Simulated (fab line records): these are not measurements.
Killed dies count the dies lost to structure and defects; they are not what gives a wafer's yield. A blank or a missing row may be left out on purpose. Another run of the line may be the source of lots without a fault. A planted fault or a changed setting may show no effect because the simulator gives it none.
Problem report, 8D (eight disciplines) form, completed by code | flow gf180mcu | the parts of the form that need people (team, actions taken, sign-off) are left out

1. PROBLEM STATEMENT
Mean V3_W_RS at GF_V3_RS_MEAS_24: 0.292 ohm/sq over 6 wafers in 2 lots; fault-free wafers: 0.328 ohm/sq, standard deviation 0.0032. That puts it -11 standard deviations away from the usual mean.
The step: measures by four-point-probe.
The first sign was on wafer L958.1 at day 24 07:16, on filmMetro-01. At this step, 30 wafers from 10 lots have a number in the record. Rule for "out" (also "out of limits"): further than 4 standard deviations from the usual mean. All remaining wafers that have a number are taken as sound.

2. WHAT IT IS; WHAT IT IS NOT
question                    | is                         | is not
which readings at this step | V3_W_RS                    | -
which lots                  | L958, L959                 | L957, L965, L968, L971, L972, L973, L974, L976
which wafers of those lots  | all that have a number     | -
read on which gauges        | filmMetro-01, filmMetro-04 | filmMetro-02
when                        | from day 24 07:16          | up to then (3 sound wafers); but 21 sound wafers of L965, L968, L971, L972, L973, L974, L976 came after

3. WHAT RULES OUT EACH SUSPECT
Counting: any tool at a process step up to the reading is kept as a suspect provided that every lot that is out went through it and no sound lot did after the first of them.
- the gauge at GF_V3_RS_MEAS_24 is ruled out. The wafers that are out were read on 2 gauges (filmMetro-01, filmMetro-04).
- plasmaAsher-03 at GF_M3_STRIP_17 (strips in O2/N2): ruled out as a lasting fault. After its first lot that is out, L958 (day 23 05:54), sound lots L968, L972, L974, L976 ran on it.
- cmp-02 at GF_V3_CMP_04 (polishes SiO2): ruled out as a lasting fault. After its first lot that is out, L958 (day 23 06:43), sound lots L972, L973, L976 ran on it.
- cvdW-01 at GF_V3_CVD_23 (deposits W, target thk 350 nm, time 104.9 s): ruled out as a lasting fault. After its first lot that is out, L958 (day 24 07:09), sound lots L968, L971, L972, L973, L974, L976 ran on it.
Left after counting: nothing in the record.

4. THE CAUSE (what the simulator had put in)
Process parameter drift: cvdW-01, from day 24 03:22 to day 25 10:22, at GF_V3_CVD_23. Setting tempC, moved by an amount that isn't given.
The count ruled it out by mistake, since the rule takes a fault to strike every lot its tool runs from the start of the fault on, and this one did not do so.

5. THE CHAIN OF EFFECTS, in route order
Rows list readings where the struck wafers' mean (over those with a number) sits beyond 3 standard deviations from the usual. Only readings for which the record gives a usual standard deviation are gone through. hours: the time from each lot's start at the first step in this table that gives one to its start at this step, as a median over the lots. sigmas: the change in usual standard deviations.
hours | step              | reading         | usual        | on struck wafers | change | sigmas
0     | GF_V3_CVD_23      | susceptorTempC  | 400.00 C     | 406.49           | +6.49  | +30
0     | GF_V3_RS_MEAS_24  | V3_W_RS         | 0.328 ohm/sq | 0.292            | -0.036 | -11
0     | GF_V3_THK_MEAS_25 | V3_W_THK        | 357 nm       | 397              | +40    | +8.7
0     | GF_V3_CMP_26      | timeToEndpointS | 87.2 s       | 98.2             | +11.0  | +3.9
Its process steps:
- GF_V3_CVD_23: deposits W, target thk 350 nm, time 104.9 s.
- GF_V3_CMP_26: polishes, stops on SiO2, t overpolish 15 s, target thk 0 nm.

6. WHAT WOULD HAVE CAUGHT IT SOONER
In this record the first reading out of limits at a measuring or inspecting step was taken at day 24 07:16, 4 hours after the fault began at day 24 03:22.
Tool's own readings at GF_V3_CVD_23, susceptorTempC: out on all struck wafers the step has rows for; an alarm limit on them would have tripped on the first.
